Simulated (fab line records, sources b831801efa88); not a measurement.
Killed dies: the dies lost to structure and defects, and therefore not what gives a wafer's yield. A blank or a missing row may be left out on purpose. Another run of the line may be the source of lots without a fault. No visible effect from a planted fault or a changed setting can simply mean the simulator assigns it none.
What tool caused it? / flow gf180mcu / 29 wafers from 10 lots sampled at 5 of the route's 602 steps

WHAT THE GAUGES READ, wafer by wafer
GF_MIM_RS_MEAS_10: uses a four-point probe to measure. Usual: MIM_ALCU_RS 0.1603 ohm/sq, standard deviation 0.0019.
lot=L264; measured=day 26 05:19; on=film-metro-01; MIM_ALCU_RS (ohm/sq)=0.1598 0.1617 0.1615; flag=
lot=L263; measured=day 26 08:23; on=film-metro-02; MIM_ALCU_RS (ohm/sq)=0.1611 0.1597 0.1601; flag=
lot=L265; measured=day 26 19:28; on=film-metro-01; MIM_ALCU_RS (ohm/sq)=0.1596 0.1602 0.1598; flag=
lot=L267; measured=day 27 03:28; on=film-metro-04; MIM_ALCU_RS (ohm/sq)=0.1632 0.1585 0.1592; flag=
lot=L271; measured=day 28 09:40; on=film-metro-04; MIM_ALCU_RS (ohm/sq)=0.1616 0.1602 0.1627; flag=
lot=L272; measured=day 28 19:20; on=film-metro-01; MIM_ALCU_RS (ohm/sq)=0.1725 0.1773; flag=OFF
lot=L273; measured=day 29 03:22; on=film-metro-02; MIM_ALCU_RS (ohm/sq)=0.1787 0.1803 0.1790; flag=OFF
lot=L277; measured=day 30 05:18; on=film-metro-02; MIM_ALCU_RS (ohm/sq)=0.1615 0.1599 0.1616; flag=
lot=L279; measured=day 30 17:59; on=film-metro-02; MIM_ALCU_RS (ohm/sq)=0.1622 0.1613 0.1602; flag=
lot=L281; measured=day 31 12:37; on=film-metro-04; MIM_ALCU_RS (ohm/sq)=0.1581 0.1636 0.1628; flag=

GF_MIM_THK_MEAS_11: measures by xrf. Usual: MIM_ALCU_THK 197.7 nm, standard deviation 2.6.
lot=L264; measured=day 26 05:26; on=film-metro-01; MIM_ALCU_THK (nm)=199.0 196.9 196.0; flag=
lot=L263; measured=day 26 08:30; on=film-metro-02; MIM_ALCU_THK (nm)=195.5 198.0 197.1; flag=
lot=L265; measured=day 26 19:35; on=film-metro-01; MIM_ALCU_THK (nm)=199.0 196.9 200.1; flag=
lot=L267; measured=day 27 03:35; on=film-metro-04; MIM_ALCU_THK (nm)=195.7 201.0 200.3; flag=
lot=L271; measured=day 28 09:46; on=film-metro-04; MIM_ALCU_THK (nm)=196.5 198.5 195.4; flag=
lot=L272; measured=day 28 19:26; on=film-metro-01; MIM_ALCU_THK (nm)=186.4 181.4; flag=OFF
lot=L273; measured=day 29 03:29; on=film-metro-02; MIM_ALCU_THK (nm)=177.5 176.7 178.2; flag=OFF
lot=L277; measured=day 30 05:25; on=film-metro-02; MIM_ALCU_THK (nm)=195.4 196.1 194.2; flag=
lot=L279; measured=day 30 18:05; on=film-metro-02; MIM_ALCU_THK (nm)=195.6 195.5 197.8; flag=
lot=L281; measured=day 31 12:44; on=film-metro-04; MIM_ALCU_THK (nm)=200.3 195.0 195.4; flag=

TOOL THAT RAN EACH LOT (tool first, then ch and the chambers of the sampled wafers, then the start)
lot=L264; GF_V4_SPUTTER_21=pvd-sputter-01, day 26 04:12; GF_MIM_CVD_05=pecvd-04 ch 1,2, day 26 05:07; GF_MIM_SPUTTER_08=pvd-sputter-03, day 26 05:15
lot=L263; GF_V4_SPUTTER_21=pvd-sputter-01, day 26 07:16; GF_MIM_CVD_05=pecvd-01 ch 0,1,2, day 26 08:11; GF_MIM_SPUTTER_08=pvd-sputter-03, day 26 08:19
lot=L265; GF_V4_SPUTTER_21=pvd-sputter-01, day 26 18:22; GF_MIM_CVD_05=pecvd-02 ch 0,2, day 26 19:16; GF_MIM_SPUTTER_08=pvd-sputter-04, day 26 19:25
lot=L267; GF_V4_SPUTTER_21=pvd-sputter-03, day 27 02:21; GF_MIM_CVD_05=pecvd-02 ch 0,2, day 27 03:16; GF_MIM_SPUTTER_08=pvd-sputter-04, day 27 03:24
lot=L271; GF_V4_SPUTTER_21=pvd-sputter-04, day 28 08:32; GF_MIM_CVD_05=pecvd-04 ch 0,2, day 28 09:26; GF_MIM_SPUTTER_08=pvd-sputter-04, day 28 09:35
lot=L272; GF_V4_SPUTTER_21=pvd-sputter-04, day 28 18:13; GF_MIM_CVD_05=pecvd-02 ch 0,1, day 28 19:07; GF_MIM_SPUTTER_08=pvd-sputter-02, day 28 19:16
lot=L273; GF_V4_SPUTTER_21=pvd-sputter-03, day 29 02:15; GF_MIM_CVD_05=pecvd-04 ch 0,2, day 29 03:10; GF_MIM_SPUTTER_08=pvd-sputter-02, day 29 03:18
lot=L277; GF_V4_SPUTTER_21=pvd-sputter-04, day 30 04:11; GF_MIM_CVD_05=pecvd-02 ch 0,2, day 30 05:06; GF_MIM_SPUTTER_08=pvd-sputter-04, day 30 05:14
lot=L279; GF_V4_SPUTTER_21=pvd-sputter-01, day 30 16:51; GF_MIM_CVD_05=pecvd-02 ch 1,2, day 30 17:46; GF_MIM_SPUTTER_08=pvd-sputter-04, day 30 17:54
lot=L281; GF_V4_SPUTTER_21=pvd-sputter-01, day 31 11:02; GF_MIM_CVD_05=pecvd-02 ch 0,1,2, day 31 12:25; GF_MIM_SPUTTER_08=pvd-sputter-02, day 31 12:34
- GF_V4_SPUTTER_21: material Ti, target thk 15 nm, time 80.02 s.
- GF_MIM_CVD_05: deposits Si3N4, target thk 42 nm, time 29.086 s.
- GF_MIM_SPUTTER_08: material AlCu, target thk 200 nm, time 10.6 s.

WHAT THE TOOLS THEMSELVES READ (means of the sampled wafers that have a number; where no wafer has one, the mark that the record gives instead)
GF_V4_SPUTTER_21. Usual: chamber-pressure-pa 5.000 Pa, standard deviation 0.0096; throttle-valve-pct 29.9 %, standard deviation 1.5.
lot=L264; tool=pvd-sputter-01; chamber-pressure-pa (Pa)=5.001; throttle-valve-pct (%)=29.1; flag=
lot=L263; tool=pvd-sputter-01; chamber-pressure-pa (Pa)=5.008; throttle-valve-pct (%)=29.3; flag=
lot=L265; tool=pvd-sputter-01; chamber-pressure-pa (Pa)=5.002; throttle-valve-pct (%)=28.0; flag=
lot=L267; tool=pvd-sputter-03; chamber-pressure-pa (Pa)=5.004; throttle-valve-pct (%)=30.6; flag=
lot=L271; tool=pvd-sputter-04; chamber-pressure-pa (Pa)=5.000; throttle-valve-pct (%)=29.2; flag=
lot=L272; tool=pvd-sputter-04; chamber-pressure-pa (Pa)=4.998; throttle-valve-pct (%)=30.9; flag=
lot=L273; tool=pvd-sputter-03; chamber-pressure-pa (Pa)=4.995; throttle-valve-pct (%)=30.7; flag=
lot=L277; tool=pvd-sputter-04; chamber-pressure-pa (Pa)=5.003; throttle-valve-pct (%)=31.5; flag=
lot=L279; tool=pvd-sputter-01; chamber-pressure-pa (Pa)=5.003; throttle-valve-pct (%)=29.2; flag=
lot=L281; tool=pvd-sputter-01; chamber-pressure-pa (Pa)=4.992; throttle-valve-pct (%)=28.0; flag=

GF_MIM_CVD_05. Usual: heater-power-w 659 W, standard deviation 76.
lot=L264; tool=pecvd-04; heater-power-w (W)=542; flag=
lot=L263; tool=pecvd-01; heater-power-w (W)=660; flag=
lot=L265; tool=pecvd-02; heater-power-w (W)=646; flag=
lot=L267; tool=pecvd-02; heater-power-w (W)=705; flag=
lot=L271; tool=pecvd-04; heater-power-w (W)=586; flag=
lot=L272; tool=pecvd-02; heater-power-w (W)=712; flag=
lot=L273; tool=pecvd-04; heater-power-w (W)=574; flag=
lot=L277; tool=pecvd-02; heater-power-w (W)=652; flag=
lot=L279; tool=pecvd-02; heater-power-w (W)=655; flag=
lot=L281; tool=pecvd-02; heater-power-w (W)=714; flag=

GF_MIM_SPUTTER_08. Usual: chamber-pressure-pa 0.4000 Pa, standard deviation 0.00084; throttle-valve-pct 30.2 %, standard deviation 1.2.
lot=L264; tool=pvd-sputter-03; chamber-pressure-pa (Pa)=0.3998; throttle-valve-pct (%)=30.7; flag=
lot=L263; tool=pvd-sputter-03; chamber-pressure-pa (Pa)=0.4008; throttle-valve-pct (%)=30.3; flag=
lot=L265; tool=pvd-sputter-04; chamber-pressure-pa (Pa)=0.4006; throttle-valve-pct (%)=30.8; flag=
lot=L267; tool=pvd-sputter-04; chamber-pressure-pa (Pa)=0.4006; throttle-valve-pct (%)=30.1; flag=
lot=L271; tool=pvd-sputter-04; chamber-pressure-pa (Pa)=0.3998; throttle-valve-pct (%)=30.3; flag=
lot=L272; tool=pvd-sputter-02; chamber-pressure-pa (Pa)=0.5930; throttle-valve-pct (%)=24.1; flag=OFF
lot=L273; tool=pvd-sputter-02; chamber-pressure-pa (Pa)=0.5923; throttle-valve-pct (%)=24.1; flag=OFF
lot=L277; tool=pvd-sputter-04; chamber-pressure-pa (Pa)=0.4003; throttle-valve-pct (%)=29.0; flag=
lot=L279; tool=pvd-sputter-04; chamber-pressure-pa (Pa)=0.4003; throttle-valve-pct (%)=30.7; flag=
lot=L281; tool=pvd-sputter-02; chamber-pressure-pa (Pa)=0.4006; throttle-valve-pct (%)=30.0; flag=

THE ANSWER, worked out from the rows above alone
Rule: a lot counts as off when the mean over its wafers that have a number is more than 3 standard deviations away from the usual mean. Also off: a lot with no number at a reading for which 4 or more lots have one. All remaining lots with rows at the step are treated as sound. The gauges are gone through in route order, then the tools' own readings, and for those a lot's mean is taken as printed above. The first step at which some lot is off is used, and at that step the reading that is off furthest; a lot without a number counts as furthest.
Off: at GF_MIM_RS_MEAS_10 (MIM_ALCU_RS), L272, L273.
A tool fits if, at a process step before that reading, it ran every lot that is off, and no sound lot after the first of them. Not tried: the gauges at GF_MIM_RS_MEAS_10; whatever is off there is also off at GF_MIM_SPUTTER_08, on other tools, and gauge error can't account for it. None of those tried fits.

WHAT THE SIMULATOR HAD PUT IN
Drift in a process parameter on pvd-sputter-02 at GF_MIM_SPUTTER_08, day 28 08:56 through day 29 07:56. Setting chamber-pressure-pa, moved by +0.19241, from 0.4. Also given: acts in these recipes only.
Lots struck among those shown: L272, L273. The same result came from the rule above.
